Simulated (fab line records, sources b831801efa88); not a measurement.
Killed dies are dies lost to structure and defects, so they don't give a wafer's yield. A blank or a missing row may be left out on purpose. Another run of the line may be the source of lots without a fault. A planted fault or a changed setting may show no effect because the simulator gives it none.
What tool caused it? :: flow gf180mcu :: 12 lots with 36 wafers sampled at 5 steps, on a route of 602 steps

## WHAT EACH GAUGE READ, for each wafer
GF_V4_THK_MEAS_01.
lot: L828
measured: day 24 02:45
on: film-metro-02
V4_CVD_00_THK (nm): 600 610 615

lot: L829
measured: day 24 03:45
on: film-metro-03
V4_CVD_00_THK (nm): 609 608 600

lot: L830
measured: day 24 08:27
on: film-metro-02
V4_CVD_00_THK (nm): 609 604 608

lot: L832
measured: day 26 01:01
on: film-metro-02
V4_CVD_00_THK (nm): 595 598 586

lot: L833
measured: day 26 03:12
on: film-metro-01
V4_CVD_00_THK (nm): 599 600 602

lot: L834
measured: day 26 06:35
on: film-metro-01
V4_CVD_00_THK (nm): 606 601 605

lot: L835
measured: day 26 17:26
on: film-metro-03
V4_CVD_00_THK (nm): 601 601 601

lot: L837
measured: day 26 22:42
on: film-metro-01
V4_CVD_00_THK (nm): 600 596 598

lot: L838
measured: day 27 23:01
on: film-metro-01
V4_CVD_00_THK (nm): 601 597 596

lot: L847
measured: day 30 00:32
on: film-metro-01
V4_CVD_00_THK (nm): 616 614 901 616 614 901

lot: L848
measured: day 30 10:19
on: film-metro-03
V4_CVD_00_THK (nm): 892 606 900 893 605 901

lot: L851
measured: day 31 10:36
on: film-metro-01
V4_CVD_00_THK (nm): 600 601 602

GF_V4_BOW_MEAS_05.
lot: L828
measured: day 24 03:49
on: film-metro-03
V4_BOW (um): 152 141 144

lot: L829
measured: day 24 04:44
on: film-metro-01
V4_BOW (um): 145 145 131

lot: L830
measured: day 24 08:56
on: film-metro-01
V4_BOW (um): 129 114 129

lot: L832
measured: day 26 01:36
on: film-metro-02
V4_BOW (um): 134 134 144

lot: L833
measured: day 26 03:43
on: film-metro-02
V4_BOW (um): 131 127 130

lot: L834
measured: day 26 07:06
on: film-metro-03
V4_BOW (um): 132 121 130

lot: L835
measured: day 26 17:56
on: film-metro-03
V4_BOW (um): 131 126 121

lot: L837
measured: day 26 23:13
on: film-metro-03
V4_BOW (um): 130 120 125

lot: L838
measured: day 27 23:31
on: film-metro-01
V4_BOW (um): 150 129 144

lot: L847
measured: day 30 04:57
on: film-metro-02
V4_BOW (um): 142 148 157

lot: L848
measured: day 30 16:48
on: film-metro-02
V4_BOW (um): 152 139 148

lot: L851
measured: day 31 11:06
on: film-metro-02
V4_BOW (um): 117 121 122

## WHAT TOOL EACH LOT RAN ON (gives the tool, then ch and the chambers of the sampled wafers, and finally the start)
lot: L828
GF_M4_SPUTTER_01: pvd-sputter-04, day 22 21:14
GF_M4_METAL_ETCH_16: rie-metal-03 ch 0,1, day 23 20:22
GF_V4_CVD_00: hdpcvd-01 ch 0,2, day 24 02:35

lot: L829
GF_M4_SPUTTER_01: pvd-sputter-02, day 23 04:07
GF_M4_METAL_ETCH_16: rie-metal-04 ch 0, day 24 02:56
GF_V4_CVD_00: hdpcvd-01 ch 0,2, day 24 03:40

lot: L830
GF_M4_SPUTTER_01: pvd-sputter-02, day 23 10:37
GF_M4_METAL_ETCH_16: rie-metal-04 ch 0,1, day 24 07:44
GF_V4_CVD_00: hdpcvd-01 ch 0,2, day 24 08:23

lot: L832
GF_M4_SPUTTER_01: pvd-sputter-02, day 25 03:07
GF_M4_METAL_ETCH_16: rie-metal-01 ch 1, day 26 00:10
GF_V4_CVD_00: hdpcvd-02 ch 0,1,2, day 26 00:57

lot: L833
GF_M4_SPUTTER_01: pvd-sputter-03, day 25 05:13
GF_M4_METAL_ETCH_16: rie-metal-01 ch 1, day 26 02:20
GF_V4_CVD_00: hdpcvd-02 ch 0,1,2, day 26 03:07

lot: L834
GF_M4_SPUTTER_01: pvd-sputter-03, day 25 08:18
GF_M4_METAL_ETCH_16: rie-metal-04 ch 0,1, day 26 05:53
GF_V4_CVD_00: hdpcvd-01 ch 1,2, day 26 06:30

lot: L835
GF_M4_SPUTTER_01: pvd-sputter-02, day 25 19:45
GF_M4_METAL_ETCH_16: rie-metal-03 ch 0,1, day 26 16:43
GF_V4_CVD_00: hdpcvd-02 ch 1,2, day 26 17:21

lot: L837
GF_M4_SPUTTER_01: pvd-sputter-03, day 26 00:59
GF_M4_METAL_ETCH_16: rie-metal-04 ch 0,1, day 26 22:00
GF_V4_CVD_00: hdpcvd-02 ch 1,2, day 26 22:37

lot: L838
GF_M4_SPUTTER_01: pvd-sputter-03, day 27 01:24
GF_M4_METAL_ETCH_16: rie-metal-01 ch 1, day 27 22:13
GF_V4_CVD_00: hdpcvd-02 ch 0,2, day 27 22:56

lot: L847
GF_M4_SPUTTER_01: pvd-sputter-04, day 29 04:26
GF_M4_METAL_ETCH_16: rie-metal-04 ch 0,1, day 29 23:47
GF_V4_CVD_00: hdpcvd-01 ch 0,1, day 30 00:28

lot: L848
GF_M4_SPUTTER_01: pvd-sputter-03, day 29 14:55
GF_M4_METAL_ETCH_16: rie-metal-01 ch 0,1, day 30 09:36
GF_V4_CVD_00: hdpcvd-01 ch 0,1, day 30 10:13

lot: L851
GF_M4_SPUTTER_01: pvd-sputter-03, day 30 15:41
GF_M4_METAL_ETCH_16: rie-metal-04 ch 1, day 31 09:50
GF_V4_CVD_00: hdpcvd-02 ch 0,1, day 31 10:31
- GF_M4_SPUTTER_01: material TiN, target thk 30 nm, time 25 s.
- GF_M4_METAL_ETCH_16: etches the open film in Cl2/BCl3, stops on SiO2, target depth 627.5 nm, time 104.6 s.
- GF_V4_CVD_00: deposits SiO2, target thk 600 nm, time 100 s.

## WHAT THE TOOLS THEMSELVES READ (means of the sampled wafers that have a number; where no wafer has one, the mark that the record gives instead)
GF_M4_SPUTTER_01.
lot: L828
tool: pvd-sputter-04
throttle-valve-pct (%): 30.5

lot: L829
tool: pvd-sputter-02
throttle-valve-pct (%): 29.0

lot: L830
tool: pvd-sputter-02
throttle-valve-pct (%): 29.7

lot: L832
tool: pvd-sputter-02
throttle-valve-pct (%): 29.8

lot: L833
tool: pvd-sputter-03
throttle-valve-pct (%): 30.6

lot: L834
tool: pvd-sputter-03
throttle-valve-pct (%): 31.0

lot: L835
tool: pvd-sputter-02
throttle-valve-pct (%): 29.8

lot: L837
tool: pvd-sputter-03
throttle-valve-pct (%): 30.7

lot: L838
tool: pvd-sputter-03
throttle-valve-pct (%): 31.0

lot: L847
tool: pvd-sputter-04
throttle-valve-pct (%): 30.1

lot: L848
tool: pvd-sputter-03
throttle-valve-pct (%): 30.7

lot: L851
tool: pvd-sputter-03
throttle-valve-pct (%): 30.7

GF_M4_METAL_ETCH_16.
lot: L828
tool: rie-metal-03
bcl3-flow-sccm (sccm): 40.07
drypump-motor-current-A (A): 5.7
oes-product-au (a.u.): 0.970
rf-fwd-power-W (W): 797.0
throttle-valve-pct (%): 28.254

lot: L829
tool: rie-metal-04
bcl3-flow-sccm (sccm): 40.06
drypump-motor-current-A (A): 6.3
oes-product-au (a.u.): 0.974
rf-fwd-power-W (W): 792.8
throttle-valve-pct (%): 28.256

lot: L830
tool: rie-metal-04
bcl3-flow-sccm (sccm): 39.97
drypump-motor-current-A (A): 5.9
oes-product-au (a.u.): 0.970
rf-fwd-power-W (W): 793.8
throttle-valve-pct (%): 28.248

lot: L832
tool: rie-metal-01
bcl3-flow-sccm (sccm): 40.02
drypump-motor-current-A (A): 5.4
oes-product-au (a.u.): 0.973
rf-fwd-power-W (W): 789.4
throttle-valve-pct (%): 28.253

lot: L833
tool: rie-metal-01
bcl3-flow-sccm (sccm): 39.91
drypump-motor-current-A (A): 5.4
oes-product-au (a.u.): 0.969
rf-fwd-power-W (W): 796.2
throttle-valve-pct (%): 28.256

lot: L834
tool: rie-metal-04
bcl3-flow-sccm (sccm): 40.08
drypump-motor-current-A (A): 5.6
oes-product-au (a.u.): 0.977
rf-fwd-power-W (W): 796.1
throttle-valve-pct (%): 28.249

lot: L835
tool: rie-metal-03
bcl3-flow-sccm (sccm): 40.02
drypump-motor-current-A (A): 5.2
oes-product-au (a.u.): 0.968
rf-fwd-power-W (W): 793.3
throttle-valve-pct (%): 28.259

lot: L837
tool: rie-metal-04
bcl3-flow-sccm (sccm): 39.90
drypump-motor-current-A (A): 5.9
oes-product-au (a.u.): 0.969
rf-fwd-power-W (W): 794.6
throttle-valve-pct (%): 28.260

lot: L838
tool: rie-metal-01
bcl3-flow-sccm (sccm): 40.04
drypump-motor-current-A (A): 5.4
oes-product-au (a.u.): 0.974
rf-fwd-power-W (W): 793.3
throttle-valve-pct (%): 28.246

lot: L847
tool: rie-metal-04
bcl3-flow-sccm (sccm): 40.01
drypump-motor-current-A (A): 5.6
oes-product-au (a.u.): 0.962
rf-fwd-power-W (W): 792.7
throttle-valve-pct (%): 28.259

lot: L848
tool: rie-metal-01
bcl3-flow-sccm (sccm): 39.99
drypump-motor-current-A (A): 5.5
oes-product-au (a.u.): 0.978
rf-fwd-power-W (W): 793.7
throttle-valve-pct (%): 28.236

lot: L851
tool: rie-metal-04
bcl3-flow-sccm (sccm): 40.02
drypump-motor-current-A (A): 5.2
oes-product-au (a.u.): 0.981
rf-fwd-power-W (W): 798.0
throttle-valve-pct (%): 28.246

GF_V4_CVD_00.
lot: L828
tool: hdpcvd-01
sih4-flow-sccm (sccm): 60.24

lot: L829
tool: hdpcvd-01
sih4-flow-sccm (sccm): 59.91

lot: L830
tool: hdpcvd-01
sih4-flow-sccm (sccm): 59.92

lot: L832
tool: hdpcvd-02
sih4-flow-sccm (sccm): 60.10

lot: L833
tool: hdpcvd-02
sih4-flow-sccm (sccm): 59.92

lot: L834
tool: hdpcvd-01
sih4-flow-sccm (sccm): 59.96

lot: L835
tool: hdpcvd-02
sih4-flow-sccm (sccm): 59.96

lot: L837
tool: hdpcvd-02
sih4-flow-sccm (sccm): 60.03

lot: L838
tool: hdpcvd-02
sih4-flow-sccm (sccm): 59.98

lot: L847
tool: hdpcvd-01
sih4-flow-sccm (sccm): 69.88

lot: L848
tool: hdpcvd-01
sih4-flow-sccm (sccm): 79.97

lot: L851
tool: hdpcvd-02
sih4-flow-sccm (sccm): 60.04

## THE ANSWER, worked out from the rows above alone
Rule: the usual values come from the lots themselves. Put in order of their means at a reading, lots are off if they are a third of the lots or fewer, leave a main group of 4 or more, and stand apart from it by a gap of 3 or more times the standard deviation of the main group's means; of several such gaps the widest counts. Not used: any main group whose means are identical at the precision the tables above print for the reading. Also off: a lot with no number at a reading for which 4 or more lots have one. All remaining lots with rows at the step are treated as sound. After the gauges, taken in route order, come the tools' own readings; for these a lot's mean is taken, as printed above. At the first step where some lot is off, the reading lying furthest off is the one used; lots without a number count as furthest.
Off: L847, L848, seen at GF_V4_THK_MEAS_01 (V4_CVD_00_THK). For the main group the mean is 602 nm and the standard deviation 4.5.
A tool fits if, at a process step before that reading, it ran every lot that is off, and no sound lot after the first of them. The gauges at GF_V4_THK_MEAS_01 aren't tried: what is off there is off at GF_V4_CVD_00 too, on other tools, and a gauge's error can't cause that. One fits: GF_V4_CVD_00 on hdpcvd-01. Its last sound lot is L834 (day 26 06:30), its first lot that is off L847 (day 30 00:28): a fault that began between those two fits.
On the lots that are off, the tool's own readings at GF_V4_CVD_00 differ by more than 5 times the standard deviation of the sound lots' means, which bears it out; sih4-flow-sccm reads 74.92 sccm there versus 60.01 sccm on the sound lots.

## WHAT THE SIMULATOR HAD PUT IN
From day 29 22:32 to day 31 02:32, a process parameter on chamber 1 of hdpcvd-01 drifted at GF_V4_CVD_00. Setting sih4-flow-sccm, moved by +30, from 60. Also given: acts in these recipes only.
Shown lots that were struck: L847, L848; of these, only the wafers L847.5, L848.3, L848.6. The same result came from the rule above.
